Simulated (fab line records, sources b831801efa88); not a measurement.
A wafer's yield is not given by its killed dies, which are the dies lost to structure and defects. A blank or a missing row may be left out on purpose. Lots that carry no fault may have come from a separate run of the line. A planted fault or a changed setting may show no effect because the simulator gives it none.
2 desks looking at one fault	flow sky130	each desk has only its own numbers; what lay behind them comes last

FOR THE TOOL OWNER'S DESK: implanter-03
SKY_VT_ADJUST_LVTN_IMPLANT_19, tool's own readings: per-lot mean of the sampled wafers with a number, covering each lot this tool ran. If a lot's mean is further than 4 standard deviations from the usual mean, the lot is out of limits and carries the mark OUT (the distance appears in the brackets).
Columns: A = dose ions cm2 at SKY_VT_ADJUST_LVTN_IMPLANT_19, usual 6.498e+11; B = faraday current uA at SKY_VT_ADJUST_LVTN_IMPLANT_19, usual 3.67
lot	first seen here	A	B
L123	day 7 22:52	6.502e+11	3.73
L126	day 8 19:20	6.495e+11	3.59
L130	day 9 20:49	6.499e+11	3.59
L136	day 11 13:56	5.180e+11 (-99 or more) OUT	2.90 (-10) OUT
L137	day 11 22:08	5.178e+11 (-99 or more) OUT	2.91 (-10) OUT
This desk finds L136, L137 out of limits, L136 being first, at day 11 13:56 (dose ions cm2 at SKY_VT_ADJUST_LVTN_IMPLANT_19). Within limits: L123, L126, L130.

THE METROLOGY DESK
Lot by lot, what the gauges showed, no matter which tool ran the lot: averages of those sampled wafers that carry a number. If a lot's mean is further than 4 standard deviations from the usual mean, the lot is out of limits and carries the mark OUT (the distance appears in the brackets).
Columns: A = VT_ADJUST_LVTN_2_TW at SKY_VT_ADJUST_LVTN_TW_MEAS_21, usual 189.5; B = SD_P_OVL at SKY_SD_P_OVL_MEAS_08, usual 0.4 nm; C = LI_CONTACT_OVL at SKY_LI_CONTACT_OVL_MEAS_13, usual -1 nm; D = cd nm at SKY_LOCAL_INTERCONNECT_CD_MEAS_11, usual 169.8 nm
lot	first seen here	A	B	C	D
L123	day 7 23:06	188.2	-0.1	-1	168.5
L124	day 8 03:43	189.6	-0.1	-2	167.6
L125	day 8 09:19	191.6	0.0	1	170.0
L126	day 8 19:35	191.8	0.4	8	171.5
L128	day 9 08:10	187.4	0.2	-1	172.8
L129	day 9 17:07	187.3	0.5	2	169.9
L130	day 9 21:04	191.0	2.5	9	170.1
L131	day 10 07:20	186.9	0.3	1	172.2
L136	day 11 14:11	176.4 (-6.9) OUT	-0.1	-7	170.3
L137	day 11 22:23	179.9 (-5.1) OUT	1.2	0	168.8
L140	day 13 02:25	191.0	-0.9	2	170.6
L141	day 13 04:57	191.4	0.5	-1	168.7
L145	day 14 07:30	187.5	-1.3	6	173.4
This desk's finding: out of limits on L136, L137; first on L136, day 11 14:11 (VT_ADJUST_LVTN_2_TW at SKY_VT_ADJUST_LVTN_TW_MEAS_21). Within limits: L123, L124, L125, L126, L128, L129, L130, L131, L140, L141, L145.

PUT TOGETHER
At day 11 13:56, on L136, L137, the tool owner's desk was in a position to raise an alarm.
L136, L137 would have let the metrology desk raise an alarm at day 11 14:11.
On implanter-03, each named lot ran SKY_VT_ADJUST_LVTN_IMPLANT_19.

WHAT HAD BEEN PUT IN BY THE SIMULATOR
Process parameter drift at SKY_VT_ADJUST_LVTN_IMPLANT_19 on implanter-03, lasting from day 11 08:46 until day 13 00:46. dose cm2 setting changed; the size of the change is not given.
Struck lots among those shown: L136, L137.
Hours from the fault's start to each desk's first reading out of limits: the tool owner's desk, 5; the metrology desk, 5.
